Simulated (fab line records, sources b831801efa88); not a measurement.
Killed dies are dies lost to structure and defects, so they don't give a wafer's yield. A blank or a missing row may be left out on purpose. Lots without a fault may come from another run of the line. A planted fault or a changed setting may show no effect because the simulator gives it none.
fab line records | flow sky130
record lots=6 wafers=18 last_day=50
route steps=708 shown SONOS_TUNNEL@165 SONOS_ONO@168 PAD_OPEN@708
lots that met no fault: from a run of the same line without faults
start_h: hours from the record's first day to the start of the lot's first wafer shown | wait_h: hours since the lot's step before | " the same as in the row above | L1.1+2: a row that stands for several wafers | - no value, or no start given | * or withheld: withheld | < > ~ a bound
route shown NAME@n: a module of which the file shows steps, and the number in the route of the first | usual: mean/standard deviation of fault-free wafers | same: alike in all rows | chamber/n: place in a boat | sites: the reading at each site | _std_site: their standard deviation | _edge_site: outer sites' mean less inner sites' | radius_mm: how far each site lies from the wafer's centre | mask NAME#n: copy n | behind: the tool/chamber that last shaped the wafer | hold: why the lot was held/for how many hours/how that ended | device: the transistor (n, p or np) that didn't switch | end of line: the same wafers' tests at the end of the route | a step without rows: its recipe alone | killed: dies lost to structure and defects at the first sort, not the wafer's yield | map: a wafer's dies, x killed, . not, _ none there
set.NAME: the setting as run; set.NAME@STEP: as run at that earlier step | model.NAME: the simulator's own value behind a step, which no gauge read
lots at some steps of the route; a table a step, a row a wafer
services: from which hour (start_h, from the record's first day; less than 0 if before it) a tool's chamber was out of use, for how many hours, and why
## steps
# step SKY_SONOS_TUNNEL_STRIP_11
# recipe chemistry=SPM time_s=600 temp_c=130
# step SKY_SONOS_TUNNEL_TW_MEAS_12
# usual SONOS_TUNNEL_TW=197.1/1.3
# columns lot.wafer tool chamber start_h wait_h SONOS_TUNNEL_TW
L485.1 film_metro-01 - 316.57 0.0 198.4
L485.3 " - " " 198.3
L485.6 " - " " 198.9
L488.1 film_metro-03 - 334.92 0.0 197.5
L488.2 " - " " 196.9
L488.5 " - " " 196.6
L489.1 film_metro-01 - 350.23 0.0 198.4
L489.2 " - " " 197.4
L489.5 " - " " 198.5
L491.3 film_metro-01 - 352.71 0.0 198.2
L491.4 " - " " 198.6
L491.5 " - " " 197.0
L492.3 film_metro-01 - 360.18 0.0 197.3
L492.4 " - " " 197.0
L492.5 " - " " 196.7
L502.1 film_metro-03 - 439.06 0.0 196.3
L502.4 " - " " 196.9
L502.6 " - " " 197.9
# step SKY_SONOS_TUNNEL_CLEAN_13
# recipe chemistry=dHF time_s=20 dilution=100:1 dry=ipa_marangoni
# step SKY_SONOS_ONO_OXIDATION_00
# recipe temp_c=800 ambient=O2 idle_temp_c=700 ramp_up_c_per_min=10 ramp_down_c_per_min=3 stabilise_s=600 purge_s=300 target_thk_a=26 ox_time_s=1249
# step SKY_SONOS_ONO_THK_MEAS_01
# recipe reads=SiO2_of_SONOS_ONO_OXIDATION_00
# usual SONOS_ONO_OXIDATION_THK=2.60/0.055
# columns lot.wafer tool chamber start_h wait_h SONOS_ONO_OXIDATION_THK[nm]
L485.1 film_metro-02 - 317.99 0.0 2.63
L485.3 " - " " 2.62
L485.6 " - " " 2.68
L488.1 film_metro-04 - 337.29 0.0 2.59
L488.2 " - " " 2.59
L488.5 " - " " 2.62
L489.1 film_metro-03 - 351.89 0.0 2.57
L489.2 " - " " 2.59
L489.5 " - " " 2.54
L491.3 film_metro-03 - 355.82 0.0 2.55
L491.4 " - " " 2.49
L491.5 " - " " 2.60
L492.3 film_metro-04 - 363.00 0.0 2.55
L492.4 " - " " 2.60
L492.5 " - " " 2.51
L502.1 film_metro-04 - 440.48 0.0 2.56
L502.4 " - " " 2.57
L502.6 " - " " 2.59
# step SKY_SONOS_ONO_CVD_02
# recipe material=Si3N4 precursor=DCS/NH3 target_thk_nm=10.5 temp_c=770 time_s=180 pressure_mtorr=250
# step SKY_SONOS_ONO_THK_MEAS_03
# recipe reads=Si3N4_of_SONOS_ONO_CVD_02
# usual SONOS_ONO_CVD_02_THK=10.48/0.13
# columns lot.wafer tool chamber start_h wait_h SONOS_ONO_CVD_02_THK[nm]
L485.1 film_metro-04 - 319.84 0.0 10.65
L485.3 " - " " 10.64
L485.6 " - " " 10.61
L488.1 film_metro-03 - 339.03 0.0 10.56
L488.2 " - " " 10.49
L488.5 " - " " 10.52
L489.1 film_metro-04 - 355.19 0.0 10.09
L489.2 " - " " 10.28
L489.5 " - " " 10.33
L491.3 film_metro-04 - 358.60 0.0 10.58
L491.4 " - " " 10.54
L491.5 " - " " 10.52
L492.3 film_metro-02 - 367.04 0.0 10.67
L492.4 " - " " 10.65
L492.5 " - " " 10.66
L502.1 film_metro-03 - 441.59 0.0 10.42
L502.4 " - " " 10.37
L502.6 " - " " 10.52
# step SKY_SONOS_ONO_CVD_04
# recipe material=SiO2 precursor=SiH4/N2O target_thk_nm=5.7199 temp_c=900 pressure_mtorr=400
# step SKY_SONOS_ONO_THK_MEAS_05
# recipe reads=SiO2_of_SONOS_ONO_CVD_04
# usual SONOS_ONO_CVD_04_THK=5.75/0.096
# columns lot.wafer tool chamber start_h wait_h SONOS_ONO_CVD_04_THK[nm]
L485.1 film_metro-04 - 321.15 0.0 5.89
L485.3 " - " " 5.98
L485.6 " - " " 5.88
L488.1 film_metro-03 - 340.97 0.0 5.71
L488.2 " - " " 5.67
L488.5 " - " " 5.71
L489.1 film_metro-04 - 356.50 0.0 5.80
L489.2 " - " " 5.85
L489.5 " - " " 5.90
L491.3 film_metro-04 - 359.91 0.0 5.63
L491.4 " - " " 5.66
L491.5 " - " " 5.74
L492.3 film_metro-04 - 368.35 0.0 5.79
L492.4 " - " " 5.79
L492.5 " - " " 5.80
L502.1 film_metro-03 - 442.90 0.0 5.82
L502.4 " - " " 5.68
L502.6 " - " " 5.73
# step SKY_SONOS_ONO_DEHYDRATE_06
# recipe temp_c=200 time_s=60
# step SKY_SONOS_ONO_HMDS_07
# recipe prime_time_s=60 prime_temp_c=120
# step SKY_SONOS_ONO_COAT_08
# recipe resist=NOVOLAK spin_rpm=3000 resist_thk_nm=1140
# step SKY_SONOS_ONO_SOFTBAKE_09
# recipe temp_c=90 time_s=60 resist=NOVOLAK
# usual heater_power_total_W=56.60/0.046 run_length_s=89.24/0.14
# columns lot.wafer tool chamber start_h wait_h heater_power_total_W run_length_s
L485.1 litho_track-04 0 334.11 0.1 56.61 89.26
L485.3 " 0 " " 56.56 89.31
L485.6 " 0 " " 56.65 89.27
L488.1 litho_track-01 0 355.29 0.1 56.60 89.18
L488.2 " 0 " " 56.60 89.17
L488.5 " 0 " " 56.59 89.17
L489.1 litho_track-01 0 370.04 0.1 56.63 89.03
L489.2 " 0 " " 70.85 59.30
L489.5 " 0 " " 70.98 59.40
L491.3 litho_track-02 0 373.80 0.1 56.63 89.64
L491.4 " 0 " " 56.69 89.42
L491.5 " 0 " " 56.61 89.46
L492.3 litho_track-01 0 382.19 0.1 70.91 59.33
L492.4 " 0 " " 56.66 89.10
L492.5 " 0 " " 70.81 59.31
L502.1 litho_track-02 0 457.50 0.1 56.58 89.24
L502.4 " 0 " " 56.61 89.15
L502.6 " 0 " " 56.58 89.48
# step SKY_SONOS_ONO_EXPOSE_10
# recipe mask_id=ONOM target_cd_nm=410 na=0.6 source_shape=conventional sigma_outer=0.6 dose_mj=150
# step SKY_SONOS_ONO_PEB_11
# recipe temp_c=withheld time_s=* resist=NOVOLAK
# step SKY_SONOS_ONO_DEVELOP_12
# recipe develop_time_s=60 dev_temp_c=23
# columns lot.wafer tool chamber start_h wait_h model.NOVOLAK_of_SONOS_ONO_COAT_08.thk_nm
L485.1 litho_track-04 0 348.51 0.1 1142
L485.3 " 0 " " 1139
L485.6 " 0 " " 1141
L488.1 litho_track-04 0 368.61 0.1 1143
L488.2 " 0 " " 1142
L488.5 " 0 " " 1139
L489.1 litho_track-04 0 384.56 0.1 1141
L489.2 " 0 " " 1163
L489.5 " 0 " " 1162
L491.3 litho_track-01 0 387.84 0.1 1139
L491.4 " 0 " " 1143
L491.5 " 0 " " 1140
L492.3 litho_track-01 0 396.34 0.1 1163
L492.4 " 0 " " 1143
L492.5 " 0 " " 1164
L502.1 litho_track-01 0 472.54 0.1 1143
L502.4 " 0 " " 1138
L502.6 " 0 " " 1140
# step SKY_SONOS_ONO_CD_MEAS_13
# recipe target_cd_nm=410
# usual cd_nm=409.8/2.3
# columns lot.wafer tool chamber start_h wait_h cd_nm
L485.1 cd_sem-02 - 348.66 0.1 410.6
L485.3 " - " " 409.4
L485.6 " - " " 409.8
L488.1 cd_sem-02 - 368.76 0.1 412.3
L488.2 " - " " 410.7
L488.5 " - " " 411.5
L489.1 cd_sem-01 - 384.71 0.1 407.3
L489.2 " - " " 409.6
L489.5 " - " " 409.3
L491.3 cd_sem-02 - 387.98 0.1 407.1
L491.4 " - " " 405.5
L491.5 " - " " 404.7
L492.3 cd_sem-02 - 396.48 0.1 412.2
L492.4 " - " " 409.5
L492.5 " - " " 412.2
L502.1 cd_sem-01 - 472.69 0.1 408.1
L502.4 " - " " 409.3
L502.6 " - " " 407.4
# step SKY_SONOS_ONO_OVL_MEAS_14
# usual SONOS_ONO_OVL=1.0/1.3
# columns lot.wafer tool chamber start_h wait_h SONOS_ONO_OVL[nm]
L485.1 overlay-01 - 348.78 0.1 2.5
L485.3 " - " " 1.3
L485.6 " - " " 1.3
L488.1 overlay-02 - 368.88 0.1 0.4
L488.2 " - " " -0.2
L488.5 " - " " -2.0
L489.1 overlay-02 - 384.83 0.1 1.4
L489.2 " - " " 3.8
L489.5 " - " " 3.7
L491.3 overlay-01 - 388.07 0.1 1.5
L491.4 " - " " 0.2
L491.5 " - " " 0.1
L492.3 overlay-01 - 396.57 0.1 0.4
L492.4 " - " " 1.6
L492.5 " - " " 1.5
L502.1 overlay-02 - 472.81 0.1 1.2
L502.4 " - " " 0.3
L502.6 " - " " -0.1
# step SKY_SONOS_ONO_ETCH_15
# recipe target_depth_nm=19.52 chemistry=CHF3/O2 source_w=600 bias_w=200 pressure_mtorr=40 chf3_flow_sccm=50 O2_flow_sccm=5 time_s=7.8
# usual chamber_pressure_mTorr=40.00/0.033 drypump_motor_current_A=6.0/0.45 oes_product_au=1.005/0.012 rf_fwd_power_W=588/3.2 throttle_valve_pct=8.824/0.01
# same time_s=7.8
# columns lot.wafer tool chamber start_h wait_h chamber_pressure_mTorr drypump_motor_current_A oes_product_au rf_fwd_power_W rf_hours_counter_h throttle_valve_pct model.NOVOLAK_of_SONOS_ONO_COAT_08.thk_nm
L485.1 rie_diel-04 0 348.82 0.0 39.99 5.6 1.010 584 34 8.823 1125
L485.3 " 2 " " 39.96 6.3 0.985 586 86 8.819 1123
L485.6 " 3 " " 40.11 6.5 1.002 586 - 8.829 1124
L488.1 rie_diel-04 2 368.92 0.0 40.00 6.3 0.995 586 87 8.818 1127
L488.2 " 3 " " 39.97 6.5 1.005 587 40 8.850 1126
L488.5 " 0 " " 39.97 5.6 1.026 585 - 8.828 1122
L489.1 rie_diel-02 3 384.87 0.0 40.00 6.4 1.006 586 27 8.846 1125
L489.2 " 1 " " 40.02 6.1 0.999 593 9 8.821 1146
L489.5 " 3 " " 40.04 6.4 1.021 584 - 8.824 1146
L491.3 rie_diel-04 1 388.09 0.0 39.98 5.6 1.013 592 4 8.839 1123
L491.4 " 3 " " 39.94 6.6 1.002 587 40 8.811 1126
L491.5 " 2 " " 40.01 6.3 0.982 581 - 8.817 1124
L492.3 rie_diel-02 3 396.59 0.0 39.96 6.3 1.009 588 27 8.823 1146
L492.4 " 1 " " 40.01 6.1 1.001 591 9 8.831 1127
L492.5 " 2 " " 40.00 6.3 0.997 592 - 8.816 1148
L502.1 rie_diel-01 2 472.84 0.0 40.02 5.6 1.001 593 2 8.820 1127
L502.4 " 1 " " 40.02 5.4 1.003 595 10 8.830 1122
L502.6 " 2 " " 40.03 5.6 0.998 592 - 8.831 1124
# step SKY_SONOS_ONO_WET_ETCH_16
# recipe chemistry=dHF target_depth_nm=14 dry=n2_spin target=SiO2 dilution=100:1 temp_c=25 time_s=280
# step SKY_SONOS_ONO_STRIP_17
# recipe chemistry=O2/N2 power_w=1400 pressure_mtorr=1500 platen_temp_c=withheld o2_flow_sccm=3000 n2_flow_sccm=300 overash_fraction=0.5
# usual chamber_pressure_mTorr=1500.1/1.3 drypump_motor_current_A=5.6/0.45 oes_product_au=0.709/0.0041 strip_time_to_endpoint_s=14.11/0.042
# columns lot.wafer tool chamber start_h wait_h chamber_pressure_mTorr drypump_motor_current_A oes_product_au rf_hours_counter_h strip_time_to_endpoint_s
L485.1 plasma_asher-02 0 348.93 0.0 1501.6 6.2 0.705 69 14.11
L485.3 " 1 " " 1498.3 5.5 0.703 - 14.08
L485.6 " 1 " " 1500.1 5.4 0.711 - 14.11
L488.1 plasma_asher-02 1 369.04 0.0 1500.3 5.4 0.705 71 14.13
L488.2 " 0 " " 1500.0 6.1 0.707 71 14.13
L488.5 " 0 " " 1500.4 6.1 0.711 - 14.06
L489.1 plasma_asher-03 1 384.98 0.0 1503.3 5.8 0.712 54 14.09
L489.2 " 0 " " 1499.7 5.0 0.709 54 14.37
L489.5 " 1 " " 1501.7 5.8 0.710 - 14.35
L491.3 plasma_asher-03 1 388.23 0.0 1500.5 5.8 0.715 - 14.10
L491.4 " 0 " " 1501.3 4.9 0.712 - 14.14
L491.5 " 0 " " 1498.8 5.0 0.706 - 14.09
L492.3 plasma_asher-01 0 396.73 0.0 1500.8 5.7 0.707 - 14.36
L492.4 " 1 " " 1498.8 6.1 0.714 - 14.13
L492.5 " 1 " " 1500.2 6.1 0.705 - 14.38
L502.1 plasma_asher-02 1 472.95 0.0 1501.0 5.5 0.703 4 14.13
L502.4 " 0 " " 1499.3 6.3 0.711 - 14.08
L502.6 " 0 " " 1499.7 6.2 0.713 - 14.11
# step SKY_SONOS_ONO_WET_ETCH_18
# recipe chemistry=H3PO4 target_depth_nm=15 target=Si3N4 temp_c=160 time_s=172
# step SKY_PAD_OPEN_PROBE_99
# usual killed_at_M0_to_M3=43/6.8 killed_at_M4_up=3.2/1.8 killed_at_contacts=24/6.2 killed_at_front_end=15/4.7 killed_at_other=0.4/0.63 killed_dies=86/9.6 killed_open=47/6.9 killed_short=39/6.3
# same gross_dies=492 killed_at_back_side=0
# columns lot.wafer tool chamber start_h wait_h killed_at_M0_to_M3 killed_at_M4_up killed_at_contacts killed_at_front_end killed_at_other killed_dies killed_open killed_short
L485.1 prober-01 - 1119.03 0.1 34 4 34 13 0 85 49 36
L485.3 prober-01 - 1119.13 0.2 42 6 28 20 0 96 51 45
L485.6 prober-01 - 1119.28 0.2 38 2 15 20 1 76 42 34
L488.1 prober-02 - 1139.42 0.1 52 2 28 11 1 94 57 37
L488.2 prober-02 - 1139.47 0.1 47 2 31 12 0 92 45 47
L488.5 prober-02 - 1139.62 0.2 52 3 21 14 0 90 47 43
L489.1 prober-01 - 1146.14 0.1 38 2 25 14 1 80 57 23
L489.2 prober-01 - 1146.19 0.1 42 3 22 19 0 86 50 36
L489.5 prober-01 - 1146.34 0.2 44 4 28 14 0 90 53 37
L492.3 prober-02 - 1156.96 0.2 36 4 38 22 0 100 49 51
L492.4 prober-02 - 1157.01 0.2 49 3 32 13 0 97 54 43
L492.5 prober-02 - 1157.06 0.2 37 4 22 18 0 81 38 43
# killed by level:class
L485.1 CONTACT:geometric_particle:open=16 LI_CONTACT:geometric_particle:open=7 CONTACT:geometric_particle:short=7 METAL2:geometric_particle:short=7 VIA1:geometric_particle:open=7 POLY_GATE:geometric_particle:open=6 VIA3:geometric_particle:open=5 VIA2:geometric_particle:open=4
L485.3 CONTACT:geometric_particle:open=10 LI_CONTACT:geometric_particle:open=9 VIA2:geometric_particle:open=9 FIELD_ISO:geometric_particle:short=8 VIA1:geometric_particle:open=8 VIA1:geometric_particle:short=6 METAL2:geometric_particle:short=5 METAL1:geometric_particle:short=5
L485.6 VIA1:geometric_particle:open=11 FIELD_ISO:geometric_particle:open=8 CONTACT:geometric_particle:short=7 VIA2:geometric_particle:open=6 VIA3:geometric_particle:short=5 VIA1:geometric_particle:short=4 POLY_GATE:geometric_particle:short=3 LI_CONTACT:geometric_particle:open=3
L488.1 VIA1:geometric_particle:open=12 CONTACT:geometric_particle:open=12 VIA3:geometric_particle:open=10 CONTACT:geometric_particle:short=8 METAL2:geometric_particle:short=7 LI_CONTACT:geometric_particle:open=5 METAL1:geometric_particle:short=5 VIA2:geometric_particle:open=4
L488.2 CONTACT:geometric_particle:open=13 LOCAL_INTERCONNECT:geometric_particle:short=7 VIA2:geometric_particle:open=7 METAL1:geometric_particle:short=6 VIA1:geometric_particle:short=6 POLY_GATE:geometric_particle:short=5 LI_CONTACT:geometric_particle:open=5 VIA2:geometric_particle:short=5
L488.5 VIA1:geometric_particle:open=11 CONTACT:geometric_particle:open=10 VIA3:geometric_particle:open=9 METAL2:geometric_particle:short=8 VIA2:geometric_particle:open=6 METAL1:geometric_particle:short=6 LI_CONTACT:geometric_particle:open=5 POLY_GATE:geometric_particle:short=4
L489.1 LI_CONTACT:geometric_particle:open=11 CONTACT:geometric_particle:open=11 VIA1:geometric_particle:open=11 VIA2:geometric_particle:open=6 VIA3:geometric_particle:open=6 VIA3:geometric_particle:short=5 FIELD_ISO:geometric_particle:short=4 VIA1:geometric_particle:short=4
L489.2 CONTACT:geometric_particle:open=8 VIA1:geometric_particle:open=8 VIA3:geometric_particle:open=8 VIA2:geometric_particle:open=8 FIELD_ISO:geometric_particle:open=6 LI_CONTACT:geometric_particle:open=6 POLY_GATE:geometric_particle:short=5 METAL1:geometric_particle:short=5
L489.5 VIA1:geometric_particle:open=12 LI_CONTACT:geometric_particle:open=8 CONTACT:geometric_particle:open=8 LOCAL_INTERCONNECT:geometric_particle:short=5 METAL3:geometric_particle:short=5 VIA3:geometric_particle:open=5 POLY_GATE:geometric_particle:open=4 VIA1:geometric_particle:short=4
L492.3 CONTACT:geometric_particle:short=15 CONTACT:geometric_particle:open=12 POLY_GATE:geometric_particle:short=9 LI_CONTACT:geometric_particle:open=8 VIA1:geometric_particle:open=8 METAL1:geometric_particle:short=4 VIA1:geometric_particle:short=4 VIA3:geometric_particle:open=4
L492.4 VIA1:geometric_particle:open=19 CONTACT:geometric_particle:open=11 METAL2:geometric_particle:short=9 LI_CONTACT:geometric_particle:open=8 LOCAL_INTERCONNECT:geometric_particle:short=6 VIA2:geometric_particle:open=5 CONTACT:geometric_particle:short=4 VIA1:geometric_particle:short=4
L492.5 CONTACT:geometric_particle:open=11 POLY_GATE:geometric_particle:short=7 VIA1:geometric_particle:short=6 VIA1:geometric_particle:open=5 VIA3:geometric_particle:short=5 VIA2:geometric_particle:open=4 METAL2:geometric_particle:short=4 FIELD_ISO:geometric_particle:short=3
## services
# columns tool chamber start_h hours kind
rie_diel-01 2 328.45 - clean
rie_diel-01 2 328.45 26.0 scheduled_down
rie_diel-01 2 328.45 26.0 vent_cycle
rie_diel-01 3 358.26 5.1 repair
rie_diel-01 3 375.51 2.7 repair
rie_diel-01 2 378.92 13.9 repair
plasma_asher-03 - 398.54 1.7 repair
plasma_asher-01 - 411.08 1.6 repair
rie_diel-01 3 418.23 6.3 repair
plasma_asher-02 - 421.25 9.0 pm
plasma_asher-02 0 421.25 9.0 vent_cycle
plasma_asher-02 1 421.25 9.0 vent_cycle
plasma_asher-02 0 430.25 - clean
plasma_asher-02 1 430.25 - clean
rie_diel-01 3 435.08 1.3 repair
rie_diel-02 3 437.68 12.5 repair
rie_diel-04 2 440.29 1.2 repair
plasma_asher-02 - 445.92 0.6 repair
plasma_asher-02 - 447.96 2.8 pm
rie_diel-01 3 447.98 4.8 repair
rie_diel-04 1 452.26 1.7 repair
rie_diel-04 - 455.01 14.6 pm
## key
first_sign step=SKY_SONOS_ONO_SOFTBAKE_09 reading=heater_power_total_W direction=up sigmas=99+ usual=* struck=*
effect step=SKY_SONOS_ONO_SOFTBAKE_09 reading=run_length_s direction=down sigmas=99+ usual=* struck=*
effect step=SKY_SONOS_ONO_STRIP_17 reading=strip_time_to_endpoint_s direction=up sigmas=6.2 usual=* struck=*
model_effect step=SKY_SONOS_ONO_DEVELOP_12 value=NOVOLAK_of_SONOS_ONO_COAT_08.thk_nm without=1145 struck=1163
model_effect step=SKY_SONOS_ONO_ETCH_15 value=NOVOLAK_of_SONOS_ONO_COAT_08.thk_nm without=1128 struck=1147
met_at SKY_SONOS_ONO_SOFTBAKE_09
struck_wafers L489.2,L489.5,L492.3,L492.5
tester_left_out L489,L492
onset_between 355.29 370.04
fault kind=process_parameter_drift tool=litho_track-01 chamber=- onset_h=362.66 steps=SKY_SONOS_ONO_SOFTBAKE_09 channel=time_s offset=* shape=step end_h=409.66 scope=struck_wafers_only acts_in=* stated=*
# tester_left_out: of these lots the tester's yield and bins aren't shown, on N5 and GAA mostly nor the transistor test; their killed dies are dies lost to structure and defects alone, not to doping, threshold or leakage, so they don't give the yield
